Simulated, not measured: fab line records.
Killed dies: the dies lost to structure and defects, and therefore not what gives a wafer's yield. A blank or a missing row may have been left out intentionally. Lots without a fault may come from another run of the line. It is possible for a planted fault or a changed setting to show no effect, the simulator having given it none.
What tool caused it? | flow sky130 | 45 wafers from 15 lots sampled at 2 of the route's 708 steps

WHAT THE GAUGES SHOWED, per wafer
SKY_VIA1_THK_MEAS_01. Usual: VIA1_HDPCVD_THK 1022 nm, standard deviation 9.9.
lot  | measured     | on            | VIA1_HDPCVD_THK (nm) | flag
L176 | day 33 02:38 | film_metro-02 | 1023 1029 1026       |
L177 | day 33 13:33 | film_metro-02 | 1020 1014 1029       |
L178 | day 33 13:49 | film_metro-03 | 1020 1015 1009       |
L179 | day 33 19:41 | film_metro-04 | 1023 1029 1013       |
L180 | day 34 05:57 | film_metro-04 | 1025 1034 1031       |
L182 | day 35 02:10 | film_metro-04 | 1011 1027 1019       |
L184 | day 35 10:52 | film_metro-03 | 1015 1029 1031       |
L186 | day 36 03:16 | film_metro-04 | 1006 1033 1020       |
L187 | day 36 16:48 | film_metro-04 | 1017 1016 1021       |
L190 | day 37 06:04 | film_metro-04 | 1008 1031 1014       |
L192 | day 38 02:04 | film_metro-04 | 957 970 962          | OFF
L193 | day 38 08:55 | film_metro-04 | 949 973 953          | OFF
L194 | day 38 18:12 | film_metro-03 | 959 950 968          | OFF
L197 | day 39 08:17 | film_metro-02 | 1039 1036 1053       |
L199 | day 39 22:18 | film_metro-02 | 1042 1024 1016       |

WHICH TOOL RAN EACH LOT (tool, then ch and the chambers of the sampled wafers, then the start)
lot  | SKY_VIA1_HDPCVD_00
L176 | hdpcvd-02 ch 0,2, day 33 02:31
L177 | hdpcvd-02 ch 0,1, day 33 13:25
L178 | hdpcvd-02 ch 0,1, day 33 13:39
L179 | hdpcvd-02 ch 0,1,2, day 33 19:34
L180 | hdpcvd-02 ch 0,2, day 34 05:50
L182 | hdpcvd-02 ch 0,1,2, day 35 02:04
L184 | hdpcvd-02 ch 0,1, day 35 10:45
L186 | hdpcvd-02 ch 0,1,2, day 36 03:09
L187 | hdpcvd-01 ch 0,2, day 36 16:40
L190 | hdpcvd-02 ch 0,1,2, day 37 05:57
L192 | hdpcvd-02 ch 0,2, day 38 01:56
L193 | hdpcvd-02 ch 1,2, day 38 08:49
L194 | hdpcvd-02 ch 0,1,2, day 38 18:05
L197 | hdpcvd-01 ch 0,1,2, day 39 08:10
L199 | hdpcvd-01 ch 0,2, day 39 22:11
- SKY_VIA1_HDPCVD_00: deposits SiO2, target thk 1030 nm, time 171.7 s.

AS READ BY THE TOOLS THEMSELVES (means over the sampled wafers that have a number; for cases with no such wafer, the mark the record gives instead)
SKY_VIA1_HDPCVD_00. Usual: run_length_s at 199.4 s, with a standard deviation of 0.42.
lot  | tool      | run_length_s (s) | flag
L176 | hdpcvd-02 | 199.2            |
L177 | hdpcvd-02 | 199.6            |
L178 | hdpcvd-02 | 199.2            |
L179 | hdpcvd-02 | 199.4            |
L180 | hdpcvd-02 | 199.1            |
L182 | hdpcvd-02 | 199.4            |
L184 | hdpcvd-02 | 199.4            |
L186 | hdpcvd-02 | 199.2            |
L187 | hdpcvd-01 | 199.4            |
L190 | hdpcvd-02 | 199.6            |
L192 | hdpcvd-02 | 188.9            | OFF
L193 | hdpcvd-02 | 189.4            | OFF
L194 | hdpcvd-02 | 189.3            | OFF
L197 | hdpcvd-01 | 199.3            |
L199 | hdpcvd-01 | 199.3            |

THE ANSWER, worked out from the rows above alone
Rule: a lot is off if the mean of its wafers that have a number lies more than 3 standard deviations from the usual mean. A lot without any number at a reading at which 4 lots or more have one is off too. Where the step has rows for the other lots, those lots are counted as sound. After the gauges, taken in route order, come the tools' own readings; for these a lot's mean is taken, as printed above. At the first step where some lot is off, the reading lying furthest off is the one used; lots without a number count as furthest.
Off: L192, L193, L194, at SKY_VIA1_THK_MEAS_01 (VIA1_HDPCVD_THK).
If a tool, at a process step before that reading, ran all the lots that are off and no sound lot after the first of them, it fits. The gauges at SKY_VIA1_THK_MEAS_01 aren't tried: what is off there is off at SKY_VIA1_HDPCVD_00 too, on other tools, and a gauge's error can't cause that. One candidate fits, namely hdpcvd-02 at SKY_VIA1_HDPCVD_00. A fault onset in the window from L190 (day 37 05:57, its last sound lot) to L192 (day 38 01:56, its first lot off) fits.
The tool's own readings at SKY_VIA1_HDPCVD_00 bear it out: on the lots that are off they differ by more than 5 times the standard deviation of the sound lots' means. run_length_s reads 189.2 s there against 199.3 s on the sound lots.

WHAT THE SIMULATOR HAD INSERTED
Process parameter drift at SKY_VIA1_HDPCVD_00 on hdpcvd-02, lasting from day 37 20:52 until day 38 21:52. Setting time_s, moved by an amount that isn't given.
Struck lots among those shown: L192, L193, L194. The rule given above showed the same thing.
